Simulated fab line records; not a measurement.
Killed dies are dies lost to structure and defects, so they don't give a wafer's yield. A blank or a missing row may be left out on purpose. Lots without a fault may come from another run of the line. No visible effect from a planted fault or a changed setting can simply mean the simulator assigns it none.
Which tool did it?    flow sky130    11 lots, 33 wafers sampled, at 4 steps of a route of 708

## WHAT THE GAUGES SHOWED, per wafer
SKY_METAL1_CD_MEAS_15: the cd target is 140 nm.
lot   measured      on         cd nm (nm)
L186  day 32 19:52  cd sem-02  139.9 137.6 140.1
L187  day 33 12:20  cd sem-02  140.7 139.7 139.9
L189  day 33 22:01  cd sem-01  139.0 139.0 140.4
L190  day 34 04:19  cd sem-02  57.3 65.0 -
L191  day 34 15:38  cd sem-02  18.4 71.6 53.5
L200  day 37 01:35  cd sem-01  138.5 137.4 138.3
L201  day 37 06:22  cd sem-02  135.3 135.5 135.8
L204  day 38 08:28  cd sem-02  136.3 135.5 137.9
L205  day 38 13:04  cd sem-01  139.6 139.2 138.3
L207  day 39 09:11  cd sem-01  139.6 140.1 142.9
L209  day 39 21:08  cd sem-02  140.9 141.9 141.1

## WHAT TOOL EACH LOT RAN ON (gives the tool, then ch and the chambers of the sampled wafers, and finally the start)
lot   SKY_CONTACT_CMP_27             SKY_METAL1_SPUTTER_01         SKY_METAL1_EXPOSE_12
L186  cmp-02 ch 0,1,3, day 31 15:46  pvd sputter-01, day 31 16:02  krf scanner-02 ch 0, day 32 06:35
L187  cmp-02 ch 1,2, day 32 09:07    pvd sputter-01, day 32 09:23  krf scanner-02 ch 0, day 32 23:08
L189  cmp-02 ch 0,2, day 32 19:07    pvd sputter-04, day 32 19:27  krf scanner-01 ch 0, day 33 09:31
L190  cmp-02 ch 0,1,3, day 33 01:23  pvd sputter-02, day 33 01:43  krf scanner-02 ch 0, day 33 15:29
L191  cmp-01 ch 0,1,3, day 33 12:10  pvd sputter-04, day 33 12:29  krf scanner-02 ch 0, day 34 01:56
L200  cmp-01 ch 0,1,2, day 35 23:22  pvd sputter-02, day 35 23:35  krf scanner-02 ch 0, day 36 12:55
L201  cmp-01 ch 1,2,3, day 36 04:12  pvd sputter-01, day 36 04:28  krf scanner-02 ch 0, day 36 17:50
L204  cmp-02 ch 0,1,3, day 37 06:22  pvd sputter-01, day 37 06:38  krf scanner-01 ch 0, day 37 20:02
L205  cmp-01 ch 0,1,2, day 37 11:25  pvd sputter-02, day 37 11:41  krf scanner-01 ch 0, day 38 01:41
L207  cmp-02 ch 1,3, day 38 07:40    pvd sputter-02, day 38 07:56  krf scanner-02 ch 0, day 38 20:53
L209  cmp-01 ch 0,2,3, day 38 19:57  pvd sputter-01, day 38 20:13  krf scanner-01 ch 0, day 39 09:02
- SKY_CONTACT_CMP_27: polishes, stops on SiO2, t overpolish 15 s, target thk 0 nm.
- SKY_METAL1_SPUTTER_01: material TiN, target thk 20 nm, time 16.7 s.
- SKY_METAL1_EXPOSE_12: exposes mask MM1, target cd 140 nm.

## AS READ BY THE TOOLS THEMSELVES (means over the sampled wafers that have a number; for cases with no such wafer, the mark the record gives instead)
SKY_CONTACT_CMP_27.
lot   tool    motor current A (A)  overpolish run s (s)  slurry filter dp kPa (kPa)  time to endpoint s (s)
L186  cmp-02  12.3                 14.995                13.54                       79
L187  cmp-02  11.5                 15.005                13.71                       82
L189  cmp-02  12.6                 15.005                13.49                       83
L190  cmp-02  12.5                 15.000                13.60                       84
L191  cmp-01  10.6                 14.999                13.41                       87
L200  cmp-01  11.0                 14.995                13.51                       86
L201  cmp-01  10.1                 14.997                13.51                       86
L204  cmp-02  12.3                 15.007                13.48                       81
L205  cmp-01  10.5                 14.997                13.50                       79
L207  cmp-02  12.2                 14.997                13.39                       82
L209  cmp-01  10.1                 14.990                13.30                       81

SKY_METAL1_SPUTTER_01.
lot   tool            throttle valve pct (%)
L186  pvd sputter-01  29.8
L187  pvd sputter-01  30.8
L189  pvd sputter-04  30.6
L190  pvd sputter-02  30.3
L191  pvd sputter-04  30.7
L200  pvd sputter-02  29.2
L201  pvd sputter-01  31.3
L204  pvd sputter-01  29.8
L205  pvd sputter-02  29.5
L207  pvd sputter-02  30.6
L209  pvd sputter-01  30.9

SKY_METAL1_EXPOSE_12.
lot   tool            stage vel mm s (mm/s)
L186  krf scanner-02  499.99
L187  krf scanner-02  500.14
L189  krf scanner-01  499.92
L190  krf scanner-02  500.10
L191  krf scanner-02  499.93
L200  krf scanner-02  499.73
L201  krf scanner-02  500.18
L204  krf scanner-01  499.65
L205  krf scanner-01  499.80
L207  krf scanner-02  500.16
L209  krf scanner-01  500.38

## THE ANSWER, worked out from the rows above alone
Rule: usual is defined by the lots themselves. Put in order of their means at a reading, lots are off if they are a third of the lots or fewer, leave a main group of 4 or more, and stand apart from it by a gap of 3 or more times the standard deviation of the main group's means; of several such gaps the widest counts. A main group whose means are all the same, to the digits that the tables above print for the reading, isn't used. Also off: a lot with no number at a reading for which 4 or more lots have one. All remaining lots with rows at the step are treated as sound. First the gauges in route order, then the tools' own readings, where a lot's mean is used as printed above. The first step at which some lot is off is used, and at that step the reading that is off furthest; a lot without a number counts as furthest.
Off: L190, L191, at SKY_METAL1_CD_MEAS_15 (cd nm). Main group: mean 138.9 nm, sd 1.8.
If a tool, at a process step before that reading, ran all the lots that are off and no sound lot after the first of them, it fits. Those tools and the gauges at SKY_METAL1_CD_MEAS_15 are tried in the same way. No candidate that was tried fits.

## WHAT THE SIMULATOR HAD PUT IN
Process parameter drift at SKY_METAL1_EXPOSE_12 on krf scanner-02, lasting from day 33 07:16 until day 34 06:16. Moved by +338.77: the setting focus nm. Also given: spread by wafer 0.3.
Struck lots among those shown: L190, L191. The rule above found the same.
